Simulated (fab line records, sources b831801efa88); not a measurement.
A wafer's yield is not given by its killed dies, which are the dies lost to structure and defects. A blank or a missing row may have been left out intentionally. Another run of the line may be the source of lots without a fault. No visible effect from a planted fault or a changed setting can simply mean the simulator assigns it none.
Struck lot and sound lot, side by side -- flow sky130 -- 43 out of 708 route steps
Sound: the wafers L507.1, L507.2, L507.5. Struck: wafer L501.3. (L501.1, L501.5 of the same lot were not struck and are left out.) The cause comes at the end.
Per side, at each step with rows, come the tool, then ch with its chambers, and then its first start. Under that, the readings that differ: sound wafers -- struck wafers -- difference of the means -- sigmas: that difference in standard deviations of wafers without a fault.
alike: readings whose means differ by less than 2 such deviations, and words and numbers that are the same on both sides. not compared: withheld readings, readings that some wafer has no value for, bounds like >300 that may hide the same value, and numbers for which the record gives no deviation and whose values overlap.
A row with sigmas, a row that says differs or no value, or rows on one side alone: a step with any of these is where the two part. Non-overlapping numbers with no deviation appear without sigmas and do not part them. Lack of a reading on every wafer of one side parts them only where that side has two or more wafers.

first, 8 steps without rows for these wafers: SKY_VIA3_DEHYDRATE_04 (time 60 s); SKY_VIA3_HMDS_05 (prime time 60 s); SKY_VIA3_COAT_06 (resist thk 60 nm); SKY_VIA3_COAT_07 (resist thk 450 nm); SKY_VIA3_SOFTBAKE_08 (time 90 s); SKY_VIA3_EXPOSE_09 (exposes mask VIM3, target cd 200 nm); SKY_VIA3_PEB_10; SKY_VIA3_DEVELOP_11 (develop time 60 s).
SKY_VIA3_CD_MEAS_12: target cd 200 nm.
  sound: cd sem-01 at day 44 13:31; struck: cd sem-02 at day 43 02:55
  alike: cd nm
SKY_VIA3_OVL_MEAS_13:
  sound: overlay-02 at day 44 13:38; struck: overlay-01 at day 43 03:02
reading,sound,struck,difference,sigmas
VIA3_OVL (nm),15 9 11,-4,-16,-2
then, 1 step without rows for these wafers: SKY_VIA3_ETCH_14 (etches BARC in N2/H2, stops on SiO2, time 45.9 s, target depth 60 nm).
SKY_VIA3_ETCH_15: etches SiO2 in C4F8/O2/Ar, stops on TiN, target depth 507 nm, time 78 s.
  sound on rie diel-01 ch 2,3, day 44 13:43; struck on rie diel-02 ch 3, day 43 03:08
  alike: oes product au
  not compared: rf hours counter h
SKY_VIA3_STRIP_16: strips in O2/N2.
  sound on plasma asher-04 ch 0,1, day 44 13:46; struck on plasma asher-03 ch 1, day 43 03:13
  alike: drypump motor current A, oes product au, strip time to endpoint s
  not compared: rf hours counter h
then, 5 steps without rows for these wafers: SKY_VIA3_STRIP_17 (strips in post etch residue remover, time 1200 s); SKY_VIA3_CLEAN_18 (cleans in IPA, time 180 s); SKY_VIA3_CLEAN_19 (cleans in O3/DIW); SKY_VIA3_SPUTTER_20 (material TiN, target thk 20 nm, time 80 s); SKY_VIA3_CVD_21 (deposits W, target thk 390 nm, time 117.31 s).
SKY_VIA3_RS_MEAS_22: measures by four-point-probe.
  sound: film metro-02 at day 44 14:32; struck: film metro-04 at day 43 04:00
  alike: VIA3_W_RS
SKY_VIA3_THK_MEAS_23: measures by xrf.
  sound: film metro-02 at day 44 14:40; struck: film metro-04 at day 43 04:07
  alike: VIA3_W_THK
SKY_VIA3_CMP_24: polishes, stops on SiO2, t overpolish 20 s, target thk 0 nm.
  sound on cmp-01 ch 0,1,2, day 44 14:43; struck on cmp-02 ch 3, day 43 04:11
  alike: motor current A, overpolish run s, platen rpm, time to endpoint s
then, 4 steps without rows for these wafers: SKY_METAL4_SPUTTER_00 (material Ti, target thk 15 nm, time 10 s); SKY_METAL4_SPUTTER_01 (material TiN, target thk 20 nm, time 16.7 s); SKY_METAL4_SPUTTER_02 (material AlCu, target thk 735 nm, time 39.1 s); SKY_METAL4_SPUTTER_03 (material Ti, target thk 5 nm, time 3.3 s).
SKY_METAL4_SPUTTER_04: material TiN, target thk 70 nm, time 58.3 s.
  sound: pvd sputter-03 at day 44 15:08; struck: pvd sputter-01 at day 43 04:35
reading,sound,struck,difference,sigmas
throttle valve pct (%),28.8 29.6 28.8,32.5,+3.4,+3
  alike: chamber pressure pa
SKY_CAP2M_CVD_00: deposits SiO2, target thk 15.5 nm.
  sound on pecvd-03 ch 0,1,2, day 44 15:11; struck on pecvd-01 ch 0, day 43 04:38
  alike: heater power w
SKY_CAP2M_THK_MEAS_01:
  sound: film metro-04 at day 44 15:12; struck: film metro-03 at day 43 04:39
  alike: CAP2M_CVD_00_THK
then, 1 step without rows for these wafers: SKY_CAP2M_SPUTTER_02 (material TiN, target thk 200 nm, time 166.7 s).
SKY_CAP2M_RS_MEAS_03: measures by four-point-probe.
  sound: film metro-04 at day 44 15:22; struck: film metro-04 at day 43 04:49
  alike: CAP2M_TIN_RS
SKY_CAP2M_THK_MEAS_04: measures by xrf.
  sound: film metro-04 at day 44 15:29; struck: film metro-04 at day 43 04:56
  alike: CAP2M_TIN_THK
then, 7 steps without rows for these wafers: SKY_CAP2M_DEHYDRATE_05 (time 60 s); SKY_CAP2M_HMDS_06 (prime time 60 s); SKY_CAP2M_COAT_07 (resist thk 1140 nm); SKY_CAP2M_SOFTBAKE_08 (time 60 s); SKY_CAP2M_EXPOSE_09 (exposes mask CAP2M, target cd 1000 nm); SKY_CAP2M_PEB_10; SKY_CAP2M_DEVELOP_11 (develop time 61.85 s).
SKY_CAP2M_OVL_MEAS_12:
  sound: overlay-02 at day 45 12:43; struck: overlay-01 at day 44 02:25
  alike: CAP2M_OVL
SKY_CAP2M_METAL_ETCH_13: etches TiN in Cl2/BCl3, stops on SiO2, target depth 220 nm, time 62.9 s.
  sound on rie metal-03 ch 0,1, day 45 12:46; struck on rie metal-02 ch 1, day 44 02:26
reading,sound,struck,difference,sigmas
drypump motor current A (A),5.9 6.4 6.4,5.3,-0.9,-2
  alike: oes product au, throttle valve pct
  not compared: rf hours counter h
then, 2 steps without rows for these wafers: SKY_CAP2M_STRIP_14 (strips in O2/N2); SKY_CAP2M_STRIP_15 (strips in post etch residue remover, time 1200 s).
-- the record jumps here: 5 days lie between the struck wafers' starts before and after (it left off in module CAP2M and takes up again in module PAD_OPEN, whose first step shown is number 708 of the route) --
SKY_PAD_OPEN_PROBE_99:
  sound: prober-02 at day 49 20:46; struck: prober-02 at day 48 15:26
reading,sound,struck,difference,sigmas
defect limited yield (%),85.4 84.3 84.8,67.3,-17.5,-10
killed_at_M0_to_M3,37 30 39,110,+75,+11
killed dies,72 77 75,161,+86,+9
sort_bin_3_pad_short (%),0 0.6 0.8,5.7,+5.2,+12
sort_bin_5_function (%),7.7 10.0 9.1,17.9,+9.0,+6
sort_bin_6_memory (%),6.9 5.1 5.3,9.1,+3.3,+3
sort n pass,420 415 417,331,-86,-9
sort yield pct (%),85.4 84.3 84.8,67.3,-17.5,-10
model.etest.tester.sort n pass,420 415 417,331,-86,
model.etest.tester.sort yield pct (%),85.37 84.35 84.76,67.28,-17.55,
model.etest.tester.sort_bin_5_pct (%),7.724 9.959 9.146,17.89,+8.95,
model.etest.tester.sort_bin_3_pct (%),0 0.6098 0.813,5.691,+5.217,
  alike: killed_at_M4_up, killed at contacts, killed at front end, killed at other, killed open, killed short

== WHERE THEY PART ==
At SKY_VIA3_OVL_MEAS_13 first; at SKY_PAD_OPEN_PROBE_99 last (within this record only).

WHY: the cause the simulator had injected
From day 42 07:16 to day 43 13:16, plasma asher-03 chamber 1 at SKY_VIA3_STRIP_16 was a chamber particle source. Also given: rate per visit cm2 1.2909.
